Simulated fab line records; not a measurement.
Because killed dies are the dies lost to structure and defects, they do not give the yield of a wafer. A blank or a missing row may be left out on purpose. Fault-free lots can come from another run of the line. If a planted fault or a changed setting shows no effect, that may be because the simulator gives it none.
Split-lot experiment / flow sfq line / on a route of 325 steps: 5 lots, 23 wafers read

THE SPLIT
At SFQ_TRILAYER_M3_DEP_SPUTTER_073 (material Nb, target thk 200 nm, time 133.3 s), the setting time s was moved away from the recipe's 133.3 s on 8 of the 23 wafers read, by -14.3% to +13.7%. The other wafers ran this setting at the recipe's value.

FROM THE SPLIT TO THE READING: what the file shows between them, 3 steps
- SFQ_M3_RS_MEAS_919: measures by four-point-probe
- SFQ_TRILAYER_M3_LITHO_COAT_080: resist thk 62 nm (also split here: spin rpm)
- SFQ_TRILAYER_M3_BARC_OPEN_METAL_ETCH_100: etches BARC in O2, target depth 125 nm, time 41.7 s (also split here: pressure mtorr)

THE READING
oes product au, in a.u., at SFQ_TRILAYER_M3_ETCH_METAL_ETCH_078 (etches Nb in Cl2/Ar, stops on SiO2, target depth 240 nm, time 120 s). Typical for fault-free wafers on this fab line: 0.894 a.u., with standard deviation 0.0083 a.u.

wafer=L074.1; tool, chamber at the split=pvd sputter-03, -; time s as run, s=133.3; against the recipe=recipe; oes product au, a.u.=0.894; against lot-mates on the recipe=-
wafer=L074.2; tool, chamber at the split=pvd sputter-03, -; time s as run, s=124.3; against the recipe=-6.8%; oes product au, a.u.=0.865; against lot-mates on the recipe=-0.026
wafer=L074.4; tool, chamber at the split=pvd sputter-03, -; time s as run, s=124.3; against the recipe=-6.8%; oes product au, a.u.=0.863; against lot-mates on the recipe=-0.028
wafer=L074.5; tool, chamber at the split=pvd sputter-03, -; time s as run, s=124.3; against the recipe=-6.8%; oes product au, a.u.=0.859; against lot-mates on the recipe=-0.032
wafer=L074.6; tool, chamber at the split=pvd sputter-03, -; time s as run, s=133.3; against the recipe=recipe; oes product au, a.u.=0.889; against lot-mates on the recipe=-
wafer=L075.1; tool, chamber at the split=pvd sputter-05, -; time s as run, s=133.3; against the recipe=recipe; oes product au, a.u.=0.902; against lot-mates on the recipe=-
wafer=L075.3; tool, chamber at the split=pvd sputter-05, -; time s as run, s=133.3; against the recipe=recipe; oes product au, a.u.=0.894; against lot-mates on the recipe=-
wafer=L075.5; tool, chamber at the split=pvd sputter-05, -; time s as run, s=133.3; against the recipe=recipe; oes product au, a.u.=0.897; against lot-mates on the recipe=-
wafer=L077.2; tool, chamber at the split=pvd sputter-03, -; time s as run, s=151.5; against the recipe=+13.7%; oes product au, a.u.=0.956; against lot-mates on the recipe=+0.058
wafer=L077.3; tool, chamber at the split=pvd sputter-03, -; time s as run, s=133.3; against the recipe=recipe; oes product au, a.u.=0.895; against lot-mates on the recipe=-
wafer=L077.4; tool, chamber at the split=pvd sputter-03, -; time s as run, s=133.3; against the recipe=recipe; oes product au, a.u.=0.902; against lot-mates on the recipe=-
wafer=L077.5; tool, chamber at the split=pvd sputter-03, -; time s as run, s=151.5; against the recipe=+13.7%; oes product au, a.u.=0.974; against lot-mates on the recipe=+0.076
wafer=L077.6; tool, chamber at the split=pvd sputter-03, -; time s as run, s=133.3; against the recipe=recipe; oes product au, a.u.=0.897; against lot-mates on the recipe=-
wafer=L078.2; tool, chamber at the split=pvd sputter-05, -; time s as run, s=114.2; against the recipe=-14.3%; oes product au, a.u.=0.819; against lot-mates on the recipe=-0.070
wafer=L078.3; tool, chamber at the split=pvd sputter-05, -; time s as run, s=114.2; against the recipe=-14.3%; oes product au, a.u.=0.807; against lot-mates on the recipe=-0.082
wafer=L078.4; tool, chamber at the split=pvd sputter-05, -; time s as run, s=133.3; against the recipe=recipe; oes product au, a.u.=0.891; against lot-mates on the recipe=-
wafer=L078.5; tool, chamber at the split=pvd sputter-05, -; time s as run, s=114.2; against the recipe=-14.3%; oes product au, a.u.=0.815; against lot-mates on the recipe=-0.074
wafer=L078.6; tool, chamber at the split=pvd sputter-05, -; time s as run, s=133.3; against the recipe=recipe; oes product au, a.u.=0.887; against lot-mates on the recipe=-
wafer=L082.1; tool, chamber at the split=pvd sputter-03, -; time s as run, s=133.3; against the recipe=recipe; oes product au, a.u.=0.894; against lot-mates on the recipe=-
wafer=L082.2; tool, chamber at the split=pvd sputter-03, -; time s as run, s=133.3; against the recipe=recipe; oes product au, a.u.=0.890; against lot-mates on the recipe=-
wafer=L082.3; tool, chamber at the split=pvd sputter-03, -; time s as run, s=133.3; against the recipe=recipe; oes product au, a.u.=0.899; against lot-mates on the recipe=-
wafer=L082.4; tool, chamber at the split=pvd sputter-03, -; time s as run, s=133.3; against the recipe=recipe; oes product au, a.u.=0.898; against lot-mates on the recipe=-
wafer=L082.6; tool, chamber at the split=pvd sputter-03, -; time s as run, s=133.3; against the recipe=recipe; oes product au, a.u.=0.904; against lot-mates on the recipe=-

FIT RESULTS
A straight line over all 23 wafers: oes product au changes by +0.00539 a.u. for each +1% of time s; r = +0.99; the points scatter about the line by 0.0059 a.u.
The same after taking each lot's own level away (the mean of its wafers on the recipe; 23 wafers): +0.00503 a.u. for each +1%; r = +0.99; scatter 0.0051 a.u.
According to that fit, moving time s by its largest amount changes the reading by 0.072 a.u.
The span of the lots' own levels, 0.8890 to 0.8980 a.u., comes to 1.1 times the standard deviation stated above.
The two slopes agree, so the slope changes little with the lot-to-lot level.
Check: with one of the wafers moved furthest among these (-14.3%) left out of the fit, the line predicts -0.0725 a.u. for it against its lot-mates. Against them it came out at -0.07 a.u.

THESE WAFERS: OTHER SPLITS
Note: prior to the reading, these wafers also went through further splits. Each is held against what the fit with the lots' levels taken away leaves over:
other split on the same wafers=SFQ_TRILAYER_I2_DEP_PECVD_063 time s; wafers away from the commonest value=5; r with oes product au (lot level and that fit taken away)=+0.00
other split on the same wafers=SFQ_TRILAYER_I2_VIA_LITHO_COAT_067 spin rpm; wafers away from the commonest value=6; r with oes product au (lot level and that fit taken away)=-0.17
other split on the same wafers=SFQ_TRILAYER_M3_LITHO_COAT_080 spin rpm; wafers away from the commonest value=9; r with oes product au (lot level and that fit taken away)=+0.46
other split on the same wafers=SFQ_TRILAYER_M3_BARC_OPEN_METAL_ETCH_100 pressure mtorr; wafers away from the commonest value=15; r with oes product au (lot level and that fit taken away)=+0.23

THE WHOLE CHAIN: every reading that the file lists as answering this split, in the file's order
step=SFQ_TRILAYER_M3_DEP_SPUTTER_073; what it does=material Nb, target thk 200 nm, time 133.3 s; reading=Nb_of_TRILAYER_M3_DEP_SPUTTER_073.thk nm (the simulator's own value, which no gauge read); change (the file's fit)=+1.99 nm for each +1% of the setting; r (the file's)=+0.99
step=SFQ_M3_RS_MEAS_919; what it does=measures by four-point-probe; reading=M3_NB_RS; change (the file's fit)=-0.00936 for each +1% of the setting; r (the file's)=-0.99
step=SFQ_TRILAYER_M3_ETCH_METAL_ETCH_078; what it does=etches Nb in Cl2/Ar, stops on SiO2, target depth 240 nm, time 120 s; reading=oes product au; change (the file's fit)=+0.00498 a.u. for each +1% of the setting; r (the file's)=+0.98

FILE'S OWN FIT
oes product au changes by +0.00498 a.u. for each +1% of time s, r = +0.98.
